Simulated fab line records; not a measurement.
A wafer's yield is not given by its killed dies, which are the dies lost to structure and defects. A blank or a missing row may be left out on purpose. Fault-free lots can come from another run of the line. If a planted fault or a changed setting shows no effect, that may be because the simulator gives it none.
fab line records -- flow gf180mcu
record lots=12, wafers=36, last-day=34
route steps=602 shown DNWELL@41 NWELL@50 LVPWELL@61
lots untouched by any fault: they come from a run of this same line in which no faults occurred
start-h: hours from the record's opening day to when the first of the lot's shown wafers began -- wait-h: how many hours have passed since the lot's step before this one -- " as in the row above -- L1.1+2: a single row standing in for several wafers -- - no value, or no start was given -- * or withheld: withheld -- < > ~ a bound
route shown NAME@n: NAME is a module with steps in the file, n the number in the route of the first one -- usual: average and standard deviation across the fault-free wafers -- same: alike in all rows -- chamber/n: place in a boat -- sites: each site's reading -- _std_site: standard deviation of those values -- _edge_site: the outer-site mean with the inner-site mean subtracted -- radius-mm: for every site, how far away it sits from the centre of the wafer -- mask NAME#n: copy n -- behind: the last tool/chamber to shape the wafer -- hold: reason for holding the lot/hours on hold/outcome of the hold -- device: which transistor (n, p or np) failed to switch -- end of line: the tests these same wafers got at the end of their route -- for a step that has no rows: nothing shown but its recipe -- killed: count of dies lost to structure and defects at first sort (not the wafer's yield) -- map: a wafer's dies, marking killed ones x, the rest . and places with no die _
set.NAME: the setting the step ran with; set.NAME@STEP: the setting that earlier step ran with -- model.NAME: the simulator's own value behind a step, which no gauge read
steps of the route over a sample of lots; a table a step, a row a wafer
services: from which hour (start-h, from the record's first day; less than 0 if before it) a tool's chamber was out of use, for how many hours, and why
## steps
# step GF_DNWELL_TW_MEAS_09
# usual DNWELL_TW=1360/15
lot.wafer,tool,chamber,start-h,wait-h,DNWELL_TW
L465.1,film-metro-04,-,45.82,0.1,1383
L465.5,film-metro-04,-,45.82,0.1,1374
L465.6,film-metro-04,-,45.82,0.1,1376
L466.2,film-metro-02,-,48.22,0.1,1336
L466.4,film-metro-02,-,48.22,0.1,1342
L466.5,film-metro-02,-,48.22,0.1,1339
L467.3,film-metro-01,-,53.53,0.1,1367
L467.4,film-metro-01,-,53.53,0.1,1370
L467.5,film-metro-01,-,53.53,0.1,1368
L468.1,film-metro-01,-,57.34,0.1,1369
L468.2,film-metro-01,-,57.34,0.1,1371
L468.6,film-metro-01,-,57.34,0.1,1367
L473.1,film-metro-01,-,85.76,0.1,1374
L473.3,film-metro-01,-,85.76,0.1,1368
L473.5,film-metro-01,-,85.76,0.1,1367
L474.1,film-metro-01,-,94.36,0.1,1372
L474.3,film-metro-01,-,94.36,0.1,1371
L474.5,film-metro-01,-,94.36,0.1,1372
L476.3,film-metro-04,-,103.48,0.1,1361
L476.4,film-metro-04,-,103.48,0.1,1372
L476.6,film-metro-04,-,103.48,0.1,1370
L483.1,film-metro-01,-,138.89,0.1,1371
L483.3,film-metro-01,-,138.89,0.1,1378
L483.6,film-metro-01,-,138.89,0.1,1364
L484.4,film-metro-01,-,145.87,0.1,1364
L484.5,film-metro-01,-,145.87,0.1,1375
L484.6,film-metro-01,-,145.87,0.1,1372
L485.1,film-metro-01,-,150.14,0.1,1377
L485.2,film-metro-01,-,150.14,0.1,1376
L485.3,film-metro-01,-,150.14,0.1,1376
L486.2,film-metro-01,-,156.40,0.1,1368
L486.3,film-metro-01,-,156.40,0.1,1357
L486.4,film-metro-01,-,156.40,0.1,1358
L488.2,film-metro-01,-,165.50,0.1,1359
L488.5,film-metro-01,-,165.50,0.1,1364
L488.6,film-metro-01,-,165.50,0.1,1367
# step GF_NWELL_IMPLANT_08
# recipe species=P, energy-kev=450, dose-cm2=1.5e+13, tilt-deg=0
# usual beam-energy-keV=449.95/0.13, dose-ions-cm2=1.5e+13/1.5e+10
lot.wafer,tool,chamber,start-h,wait-h,beam-energy-keV,dose-ions-cm2
L465.1,implanter-02,0,58.25,0.0,450.16,1.5003e+13
L465.5,implanter-02,0,58.25,0.0,449.79,1.5014e+13
L465.6,implanter-02,0,58.25,0.0,450.13,1.5032e+13
L466.2,implanter-02,0,60.97,0.0,449.78,1.5019e+13
L466.4,implanter-02,0,60.97,0.0,449.82,1.4985e+13
L466.5,implanter-02,0,60.97,0.0,449.85,1.4985e+13
L467.3,implanter-04,0,66.25,0.1,449.95,1.5003e+13
L467.4,implanter-04,0,66.25,0.1,449.91,1.4996e+13
L467.5,implanter-04,0,66.25,0.1,449.91,1.5025e+13
L468.1,implanter-03,0,70.40,0.0,450.00,1.4997e+13
L468.2,implanter-03,0,70.40,0.0,450.09,1.4997e+13
L468.6,implanter-03,0,70.40,0.0,449.86,1.5014e+13
L473.1,implanter-02,0,99.89,0.0,450.04,1.5012e+13
L473.3,implanter-02,0,99.89,0.0,450.04,1.4999e+13
L473.5,implanter-02,0,99.89,0.0,449.86,1.5032e+13
L474.1,implanter-04,0,109.05,0.0,515.38,1.4985e+13
L474.3,implanter-04,0,109.05,0.0,515.51,1.4997e+13
L474.5,implanter-04,0,109.05,0.0,515.42,1.5017e+13
L476.3,implanter-04,0,117.54,0.1,515.47,1.4985e+13
L476.4,implanter-04,0,117.54,0.1,515.46,1.5029e+13
L476.6,implanter-04,0,117.54,0.1,515.54,1.5023e+13
L483.1,implanter-02,0,154.40,0.0,450.08,1.5007e+13
L483.3,implanter-02,0,154.40,0.0,450.08,1.5012e+13
L483.6,implanter-02,0,154.40,0.0,449.90,1.4995e+13
L484.4,implanter-02,0,161.48,0.1,449.78,1.4966e+13
L484.5,implanter-02,0,161.48,0.1,449.88,1.5016e+13
L484.6,implanter-02,0,161.48,0.1,450.04,1.502e+13
L485.1,implanter-03,0,166.20,0.0,449.65,1.4995e+13
L485.2,implanter-03,0,166.20,0.0,449.72,1.5011e+13
L485.3,implanter-03,0,166.20,0.0,449.63,1.5001e+13
L486.2,implanter-02,0,172.07,0.0,450.15,1.5003e+13
L486.3,implanter-02,0,172.07,0.0,450.06,1.5014e+13
L486.4,implanter-02,0,172.07,0.0,450.06,1.4995e+13
L488.2,implanter-04,0,182.03,0.0,449.82,1.501e+13
L488.5,implanter-04,0,182.03,0.0,449.94,1.4995e+13
L488.6,implanter-04,0,182.03,0.0,449.97,1.4962e+13
# step GF_NWELL_STRIP_10
# recipe chemistry=O2/N2, power-w=1400, pressure-mtorr=1500, platen-temp-c=250, o2-flow-sccm=3000, n2-flow-sccm=300, overash-fraction=0.5
# usual drypump-motor-current-A=6.0/0.34, heater-power-w=312/24, oes-product-au=0.723/0.0044, strip-time-to-endpoint-s=36.95/0.11
lot.wafer,tool,chamber,start-h,wait-h,drypump-motor-current-A,heater-power-w,oes-product-au,rf-hours-counter-h,strip-time-to-endpoint-s
L465.1,plasma-asher-02,1,58.55,0.1,6.2,297,0.721,38,36.92
L465.5,plasma-asher-02,1,58.55,0.1,6.3,287,0.724,-,36.88
L465.6,plasma-asher-02,0,58.55,0.1,6.3,301,0.726,-,36.91
L466.2,plasma-asher-03,0,61.25,0.1,5.9,316,0.714,43,36.95
L466.4,plasma-asher-03,1,61.25,0.1,5.6,325,0.723,-,36.99
L466.5,plasma-asher-03,0,61.25,0.1,5.9,316,0.725,-,36.94
L467.3,plasma-asher-02,1,66.54,0.1,6.3,289,0.729,-,36.89
L467.4,plasma-asher-02,0,66.54,0.1,6.2,297,0.720,-,36.80
L467.5,plasma-asher-02,1,66.54,0.1,6.2,285,0.726,-,36.83
L468.1,plasma-asher-02,1,70.70,0.1,6.2,285,0.716,39,37.11
L468.2,plasma-asher-02,0,70.70,0.1,6.3,303,0.718,39,37.10
L468.6,plasma-asher-02,0,70.70,0.1,6.3,308,0.716,-,37.10
L473.1,plasma-asher-03,0,100.19,0.1,5.9,325,0.725,46,36.83
L473.3,plasma-asher-03,1,100.19,0.1,5.6,325,0.724,-,36.75
L473.5,plasma-asher-03,1,100.19,0.1,5.6,316,0.722,-,36.89
L474.1,plasma-asher-02,1,109.35,0.1,6.3,275,0.727,46,37.21
L474.3,plasma-asher-02,1,109.35,0.1,6.2,280,0.729,-,37.14
L474.5,plasma-asher-02,1,109.35,0.1,6.2,293,0.721,-,37.14
L476.3,plasma-asher-03,0,117.83,0.1,5.9,325,0.723,-,36.93
L476.4,plasma-asher-03,1,117.83,0.1,5.6,349,0.720,-,36.91
L476.6,plasma-asher-03,0,117.83,0.1,5.8,331,0.718,-,36.90
L483.1,plasma-asher-02,1,154.70,0.1,6.2,292,0.718,51,36.96
L483.3,plasma-asher-02,1,154.70,0.1,6.2,284,0.725,-,36.82
L483.6,plasma-asher-02,0,154.70,0.1,6.3,300,0.717,-,36.88
L484.4,plasma-asher-02,1,161.74,0.1,6.2,284,0.723,-,36.92
L484.5,plasma-asher-02,1,161.74,0.1,6.2,289,0.724,-,36.90
L484.6,plasma-asher-02,0,161.74,0.1,6.2,307,0.722,-,36.93
L485.1,plasma-asher-04,1,166.50,0.1,5.7,357,0.721,49,37.06
L485.2,plasma-asher-04,0,166.50,0.1,5.2,326,0.729,49,37.09
L485.3,plasma-asher-04,0,166.50,0.1,5.2,333,0.733,-,36.97
L486.2,plasma-asher-02,1,172.34,0.1,6.2,279,0.720,52,36.86
L486.3,plasma-asher-02,1,172.34,0.1,6.2,288,0.716,-,36.86
L486.4,plasma-asher-02,0,172.34,0.1,6.3,304,0.732,-,36.80
L488.2,plasma-asher-02,1,182.30,0.1,6.2,289,0.728,54,36.93
L488.5,plasma-asher-02,1,182.30,0.1,6.3,282,0.723,-,36.81
L488.6,plasma-asher-02,0,182.30,0.1,6.3,304,0.721,-,36.95
# step GF_LVPWELL_OVL_MEAS_07
# usual LVPWELL_OVL=0.5/1.4
lot.wafer,tool,chamber,start-h,wait-h,LVPWELL_OVL[nm]
L465.1,overlay-02,-,71.56,-,1.9
L465.5,overlay-02,-,71.56,-,-0.8
L465.6,overlay-02,-,71.56,-,-0.9
L466.2,overlay-02,-,74.25,-,1.5
L466.4,overlay-02,-,74.25,-,1.7
L466.5,overlay-02,-,74.25,-,2.6
L467.3,overlay-01,-,79.43,-,-2.0
L467.4,overlay-01,-,79.43,-,-1.2
L467.5,overlay-01,-,79.43,-,-1.5
L468.1,overlay-01,-,84.74,-,0.3
L468.2,overlay-01,-,84.74,-,1.5
L468.6,overlay-01,-,84.74,-,-0.2
L473.1,overlay-02,-,114.66,-,-0.7
L473.3,overlay-02,-,114.66,-,-0.3
L473.5,overlay-02,-,114.66,-,2.7
L474.1,overlay-02,-,124.07,-,1.0
L474.3,overlay-02,-,124.07,-,2.3
L474.5,overlay-02,-,124.07,-,1.1
L476.3,overlay-01,-,133.20,-,0.5
L476.4,overlay-01,-,133.20,-,0.6
L476.6,overlay-01,-,133.20,-,-0.6
L483.1,overlay-01,-,171.36,-,0.2
L483.3,overlay-01,-,171.36,-,0.1
L483.6,overlay-01,-,171.36,-,1.5
L484.4,overlay-02,-,177.78,-,1.8
L484.5,overlay-02,-,177.78,-,1.6
L484.6,overlay-02,-,177.78,-,1.7
L485.1,overlay-01,-,183.22,-,1.4
L485.2,overlay-01,-,183.22,-,0.5
L485.3,overlay-01,-,183.22,-,0.3
L486.2,overlay-02,-,188.82,-,0.1
L486.3,overlay-02,-,188.82,-,1.1
L486.4,overlay-02,-,188.82,-,2.0
L488.2,overlay-01,-,199.21,-,1.2
L488.5,overlay-01,-,199.21,-,1.2
L488.6,overlay-01,-,199.21,-,1.9
# step GF_VT_IMPLANT_RS_MEAS_47
# recipe thk-meas-gauge=four-point-probe
# usual NWELL_RS=488.3/1.4
lot.wafer,tool,chamber,start-h,wait-h,hold,NWELL_RS[ohm/sq]
L465.1,film-metro-02,-,162.94,0.1,-,490.3
L465.5,film-metro-02,-,162.94,0.1,-,490.9
L465.6,film-metro-02,-,162.94,0.1,-,488.8
L466.2,film-metro-03,-,164.95,0.1,-,486.1
L466.4,film-metro-03,-,164.95,0.1,-,486.2
L466.5,film-metro-03,-,164.95,0.1,-,487.1
L467.3,film-metro-02,-,171.02,0.1,-,487.9
L467.4,film-metro-02,-,171.02,0.1,-,488.5
L467.5,film-metro-02,-,171.02,0.1,-,485.7
L468.1,film-metro-03,-,176.23,0.1,-,490.3
L468.2,film-metro-03,-,176.23,0.1,-,489.9
L468.6,film-metro-03,-,176.23,0.1,-,491.1
L473.1,film-metro-03,-,212.37,0.1,-,487.3
L473.3,film-metro-03,-,212.37,0.1,-,487.3
L473.5,film-metro-03,-,212.37,0.1,-,488.3
L474.1,film-metro-02,-,224.47,0.1,await-dispo/0.2h/release,476.7
L474.3,film-metro-02,-,224.47,0.1,await-dispo/0.2h/release,478.4
L474.5,film-metro-02,-,224.47,0.1,await-dispo/0.2h/release,477.0
L474.1,film-metro-02,-,224.83,0.3,-,476.6
L474.3,film-metro-02,-,224.83,0.3,-,476.5
L474.5,film-metro-02,-,224.83,0.3,-,476.4
L476.3,film-metro-02,-,237.32,0.1,await-dispo/0.2h/release,475.9
L476.4,film-metro-02,-,237.32,0.1,await-dispo/0.2h/release,477.0
L476.6,film-metro-02,-,237.32,0.1,await-dispo/0.2h/release,476.6
L476.3,film-metro-02,-,237.68,0.3,-,476.5
L476.4,film-metro-02,-,237.68,0.3,-,476.4
L476.6,film-metro-02,-,237.68,0.3,-,476.1
L483.1,film-metro-02,-,280.03,0.1,-,490.1
L483.3,film-metro-02,-,280.03,0.1,-,489.7
L483.6,film-metro-02,-,280.03,0.1,-,488.8
L484.4,film-metro-02,-,287.89,0.1,-,486.4
L484.5,film-metro-02,-,287.89,0.1,-,487.4
L484.6,film-metro-02,-,287.89,0.1,-,487.3
L485.1,film-metro-02,-,295.77,0.1,-,487.3
L485.2,film-metro-02,-,295.77,0.1,-,489.4
L485.3,film-metro-02,-,295.77,0.1,-,488.5
L486.2,film-metro-02,-,301.60,0.1,-,487.8
L486.3,film-metro-02,-,301.60,0.1,-,489.7
L486.4,film-metro-02,-,301.60,0.1,-,488.7
L488.2,film-metro-02,-,314.45,0.1,-,487.2
L488.5,film-metro-02,-,314.45,0.1,-,489.7
L488.6,film-metro-02,-,314.45,0.1,-,488.4
# step GF_VT_IMPLANT_RS_MEAS_48
# recipe thk-meas-gauge=four-point-probe
# usual LVPWELL_RS=1198/3.5
lot.wafer,tool,chamber,start-h,wait-h,hold,LVPWELL_RS[ohm/sq]
L465.1,film-metro-02,-,163.06,0.1,-,1201
L465.5,film-metro-02,-,163.06,0.1,-,1201
L465.6,film-metro-02,-,163.06,0.1,-,1201
L466.2,film-metro-03,-,165.07,0.1,-,1189
L466.4,film-metro-03,-,165.07,0.1,-,1187
L466.5,film-metro-03,-,165.07,0.1,-,1190
L467.3,film-metro-02,-,171.14,0.1,-,1200
L467.4,film-metro-02,-,171.14,0.1,-,1197
L467.5,film-metro-02,-,171.14,0.1,-,1197
L468.1,film-metro-03,-,176.35,0.1,-,1202
L468.2,film-metro-03,-,176.35,0.1,-,1200
L468.6,film-metro-03,-,176.35,0.1,-,1198
L473.1,film-metro-03,-,212.49,0.1,-,1204
L473.3,film-metro-03,-,212.49,0.1,-,1202
L473.5,film-metro-03,-,212.49,0.1,-,1203
L474.1,film-metro-02,-,228.27,3.4,await-dispo/3.3h/release,1196
L474.3,film-metro-02,-,228.27,3.4,await-dispo/3.3h/release,1195
L474.5,film-metro-02,-,228.27,3.4,await-dispo/3.3h/release,1195
L476.3,film-metro-02,-,239.78,2.1,await-dispo/2.0h/release,1200
L476.4,film-metro-02,-,239.78,2.1,await-dispo/2.0h/release,1196
L476.6,film-metro-02,-,239.78,2.1,await-dispo/2.0h/release,1196
L483.1,film-metro-02,-,280.15,0.1,-,1205
L483.3,film-metro-02,-,280.15,0.1,-,1199
L483.6,film-metro-02,-,280.15,0.1,-,1202
L484.4,film-metro-02,-,288.01,0.1,-,1194
L484.5,film-metro-02,-,288.01,0.1,-,1202
L484.6,film-metro-02,-,288.01,0.1,-,1201
L485.1,film-metro-02,-,295.89,0.1,-,1199
L485.2,film-metro-02,-,295.89,0.1,-,1199
L485.3,film-metro-02,-,295.89,0.1,-,1195
L486.2,film-metro-02,-,301.72,0.1,-,1199
L486.3,film-metro-02,-,301.72,0.1,-,1197
L486.4,film-metro-02,-,301.72,0.1,-,1194
L488.2,film-metro-02,-,314.57,0.1,-,1200
L488.5,film-metro-02,-,314.57,0.1,-,1197
L488.6,film-metro-02,-,314.57,0.1,-,1201
## services
tool,chamber,start-h,hours,kind
plasma-asher-04,-,70.72,40.1,repair
plasma-asher-03,-,74.31,14.6,pm
implanter-02,-,96.68,2.8,repair
implanter-03,-,107.66,2.7,pm
plasma-asher-03,-,108.75,9.0,pm
plasma-asher-03,0,108.75,9.0,vent-cycle
plasma-asher-03,1,108.75,9.0,vent-cycle
implanter-03,-,116.55,20.6,repair
plasma-asher-03,0,117.75,-,clean
plasma-asher-03,1,117.75,-,clean
implanter-02,-,132.97,6.3,repair
implanter-02,-,141.35,5.8,repair
implanter-04,-,172.12,1.2,repair
implanter-02,-,174.64,2.6,pm
## key
first-sign step=GF_NWELL_IMPLANT_08, reading=beam-energy-keV, direction=up, sigmas=99+, usual=449.95, struck=515.46
effect step=GF_VT_IMPLANT_RS_MEAS_47, reading=NWELL_RS, direction=down, sigmas=8.3, usual=488.3, struck=476.9
met-at GF_NWELL_IMPLANT_08
struck-lots L474,L476
tester-left-out L474,L476
not-acting-at GF_DNWELL_TW_MEAS_09,GF_NWELL_STRIP_10,GF_LVPWELL_OVL_MEAS_07
onset-between 66.25 109.05
fault kind=process-parameter-drift, tool=implanter-04, chamber=-, onset-h=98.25, steps=GF_NWELL_IMPLANT_08, channel=energy-kev, offset=65.532, shape=step, end-h=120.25, acts-in=these-recipes-only, stated=450
# tester-left-out: of these lots the tester's yield and bins aren't shown, on N5 and GAA mostly nor the transistor test; their killed dies are dies lost to structure and defects alone, not to doping, threshold or leakage, so they don't give the yield
